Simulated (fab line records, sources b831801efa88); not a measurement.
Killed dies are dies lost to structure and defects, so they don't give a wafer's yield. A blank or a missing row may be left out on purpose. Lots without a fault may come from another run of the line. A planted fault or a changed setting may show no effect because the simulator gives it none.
Which tool did it? | flow sky130 | 7 lots, 21 wafers sampled, at 1 step of a route of 708

WHAT THE GAUGES READ, wafer by wafer
SKY_SD_P_TW_MEAS_11.
lot  | measured     | on            | SD_P_TW
L254 | day 26 10:16 | film_metro-04 | 2878 2884 2866
L255 | day 26 17:22 | film_metro-04 | 2888 2878 2866
L259 | day 28 07:51 | film_metro-02 | 2796 2767 2789
L265 | day 30 02:56 | film_metro-01 | 2856 2870 2862
L268 | day 31 07:53 | film_metro-02 | 2804 2809 2813
L271 | day 31 23:40 | film_metro-01 | 2841 2823 2834
L273 | day 32 16:25 | film_metro-01 | 2846 2860 2859

WHICH TOOL RAN EACH LOT (tool, then ch and the chambers of the sampled wafers, then the start)
The record holds no process step before these readings.

THE ANSWER, worked out from the rows above alone
Rule: what is usual is taken from the lots themselves. Put in order of their means at a reading, lots are off if they are a third of the lots or fewer, leave a main group of 4 or more, and stand apart from it by a gap of 3 or more times the standard deviation of the main group's means; of several such gaps the widest counts. A main group whose means are all the same, to the digits that the tables above print for the reading, isn't used. A lot without any number at a reading at which 4 lots or more have one is off too. The other lots that the step has rows for count as sound.
No lot is off at any reading shown: from this, nothing can be told.

WHAT THE SIMULATOR HAD PUT IN
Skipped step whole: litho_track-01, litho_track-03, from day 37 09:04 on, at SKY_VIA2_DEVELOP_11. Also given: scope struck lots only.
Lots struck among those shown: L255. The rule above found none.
